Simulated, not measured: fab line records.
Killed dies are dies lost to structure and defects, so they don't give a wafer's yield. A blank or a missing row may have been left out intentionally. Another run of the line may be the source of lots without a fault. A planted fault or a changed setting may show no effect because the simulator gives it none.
The tool behind it: which one? -- flow sky130 -- 39 wafers from 13 lots sampled at 6 of the route's 708 steps

## WHAT EACH GAUGE READ, for each wafer
SKY_VT_ADJUST_HVTP_TW_MEAS_11. Usual: VT_ADJUST_HVTP_TW typically reads 1363, with standard deviation 17.
lot,measured,on,VT_ADJUST_HVTP_TW,flag
L533,day 6 10:31,film_metro-03,1345 1341 1347,
L534,day 6 14:54,film_metro-03,1339 1334 1337,
L535,day 6 20:42,film_metro-01,1385 1384 1379,
L536,day 7 04:58,film_metro-03,1342 1345 1344,
L537,day 7 08:02,film_metro-01,1379 1379 1376,
L538,day 7 15:11,film_metro-03,1343 1343 1334,
L539,day 7 22:57,film_metro-01,1378 1375 1377,
L540,day 8 04:58,film_metro-03,1336 1347 1345,
L541,day 8 12:03,film_metro-04,1375 1361 1367,
L543,day 9 00:10,film_metro-01,1376 1376 1381,
L544,day 9 03:46,film_metro-04,1365 1367 1374,
L553,day 11 16:23,film_metro-04,1360 1356 1365,
L554,day 11 21:46,film_metro-04,1359 1360 1366,

SKY_VT_ADJUST_HVTR_CD_MEAS_07 targets a cd of 380 nm. Usual: cd_nm at 380 nm, with a standard deviation of 3.2.
lot,measured,on,cd_nm (nm),flag
L533,day 9 20:09,cd_sem-02,379 379 380,
L534,day 10 00:58,cd_sem-02,378 381 379,
L535,day 10 08:44,cd_sem-01,380 382 380,
L536,day 10 18:25,cd_sem-02,383 383 383,
L537,day 10 22:17,cd_sem-02,377 379 377,
L538,day 11 06:05,cd_sem-01,375 373 373,
L539,day 11 13:56,cd_sem-01,380 380 381,
L540,day 11 22:30,cd_sem-02,389 387 386,
L541,day 12 06:32,cd_sem-02,383 382 380,
L543,day 12 21:26,cd_sem-01,381 381 380,
L544,day 13 01:08,cd_sem-02,380 380 379,
L553,day 15 21:26,cd_sem-02,378 381 380,
L554,day 16 05:14,cd_sem-01,383 380 381,

SKY_GATE_OXIDE_OVL_MEAS_10. Usual: GATE_OXIDE_OVL typically reads -0.2 nm, with standard deviation 1.4.
lot,measured,on,GATE_OXIDE_OVL (nm),flag
L533,day 14 08:02,overlay-01,-1.3 0.5 -0.3,
L534,day 14 11:15,overlay-02,-1.4 1.1 1.1,
L535,day 14 18:02,overlay-02,1.6 0.2 1.0,
L536,day 15 07:39,overlay-02,-0.1 -0.4 2.5,
L537,day 15 14:27,overlay-01,3.5 1.2 1.4,
L538,day 15 21:44,overlay-02,-2.3 -1.3 0.2,
L539,day 16 08:56,overlay-02,-3.1 -1.6 0.1,
L540,day 16 15:56,overlay-02,2.7 -0.7 -0.8,
L541,day 17 02:05,overlay-01,-0.1 0.4 1.2,
L543,day 17 19:58,overlay-01,2.9 0.1 0.1,
L544,day 17 23:06,overlay-01,-1.2 -2.3 -2.5,
L553,day 21 06:17,overlay-01,- - -,OFF
L554,day 21 15:38,overlay-01,- - -,OFF

SKY_GATE_OXIDE_TW_MEAS_14. Usual: GATE_OXIDE_TW typically reads 227.7, with standard deviation 1.4.
lot,measured,on,GATE_OXIDE_TW,flag
L533,day 14 08:26,film_metro-04,228.0 227.4 228.4,
L534,day 14 11:46,film_metro-04,227.1 227.0 229.1,
L535,day 14 18:26,film_metro-04,227.3 228.5 226.2,
L536,day 15 08:02,film_metro-01,228.3 227.9 227.6,
L537,day 15 14:52,film_metro-02,226.7 228.0 227.4,
L538,day 15 22:07,film_metro-04,229.4 228.5 230.1,
L539,day 16 09:19,film_metro-02,227.1 226.9 227.3,
L540,day 16 16:20,film_metro-01,228.6 229.4 227.4,
L541,day 17 02:29,film_metro-04,229.6 227.2 226.8,
L543,day 17 20:22,film_metro-04,228.0 228.5 228.5,
L544,day 17 23:30,film_metro-04,226.7 227.4 226.7,
L553,day 21 06:41,film_metro-01,30.8 30.7 30.7,OFF
L554,day 21 16:02,film_metro-02,29.8 29.9 29.9,OFF

SKY_RES_PROTECT_TW_MEAS_08. Usual: POLY_GATE_TW typically reads 4032, with standard deviation 54.
lot,measured,on,POLY_GATE_TW,flag
L533,day 15 14:32,film_metro-01,4083 4089 4077,
L534,day 15 18:18,film_metro-02,4061 4062 4083,
L535,day 16 02:23,film_metro-03,4005 3989 4008,
L536,day 16 16:00,film_metro-03,4009 3988 3970,
L537,day 16 23:31,film_metro-03,3987 4008 3993,
L538,day 17 05:56,film_metro-02,4046 4032 4057,
L539,day 17 18:05,film_metro-02,4059 4038 4054,
L540,day 18 04:18,film_metro-02,4069 4073 4057,
L541,day 18 12:50,film_metro-02,4089 4077 4073,
L543,day 19 06:07,film_metro-03,3953 3947 3927,
L544,day 19 10:48,film_metro-02,4078 4066 4068,

## EACH LOT AND THE TOOL THAT RAN IT (in order: tool; ch and the chambers of the sampled wafers; start)
lot,SKY_GATE_OXIDE_DEVELOP_09
L533,"litho_track-03 ch 0, day 14 07:54"
L534,"litho_track-04 ch 0, day 14 11:07"
L535,"litho_track-04 ch 0, day 14 17:53"
L536,"litho_track-01 ch 0, day 15 07:32"
L537,"litho_track-03 ch 0, day 15 14:21"
L538,"litho_track-03 ch 0, day 15 21:35"
L539,"litho_track-01 ch 0, day 16 08:47"
L540,"litho_track-01 ch 0, day 16 15:49"
L541,"litho_track-03 ch 0, day 17 01:56"
L543,"litho_track-04 ch 0, day 17 19:52"
L544,"litho_track-04 ch 0, day 17 22:59"
L553,"litho_track-04 ch 0, day 21 06:08"
L554,"litho_track-04 ch 0, day 21 15:29"
- SKY_GATE_OXIDE_DEVELOP_09: develop time 60 s.

## AS READ BY THE TOOLS THEMSELVES (means over the sampled wafers that have a number; for cases with no such wafer, the mark the record gives instead)
The record holds no such reading with a usual standard deviation.

## THE ANSWER, worked out from the rows above alone
Rule: lot off if the mean of its wafers having a number is beyond 3 standard deviations from the usual mean. A lot without any number at a reading at which 4 lots or more have one is off too. Any other lot the step has rows for is counted as sound. First the gauges in route order, then the tools' own readings, where a lot's mean is used as printed above. The first step at which some lot is off is used, and at that step the reading that is off furthest; a lot without a number counts as furthest.
Off: L553, L554, at SKY_GATE_OXIDE_OVL_MEAS_10 (GATE_OXIDE_OVL). Without a number there: L553, L554.
A tool fits if, at a process step before that reading, it ran every lot that is off, and no sound lot after the first of them. The gauges at SKY_GATE_OXIDE_OVL_MEAS_10 aren't tried: what is off there is off at SKY_GATE_OXIDE_TW_MEAS_14 too, on other tools, and a gauge's error can't cause that. One fits: litho_track-04 at SKY_GATE_OXIDE_DEVELOP_09. Its last sound lot is L544 (day 17 22:59), its first lot that is off L553 (day 21 06:08): a fault that began between those two fits.

## WHAT WAS PUT IN BY THE SIMULATOR
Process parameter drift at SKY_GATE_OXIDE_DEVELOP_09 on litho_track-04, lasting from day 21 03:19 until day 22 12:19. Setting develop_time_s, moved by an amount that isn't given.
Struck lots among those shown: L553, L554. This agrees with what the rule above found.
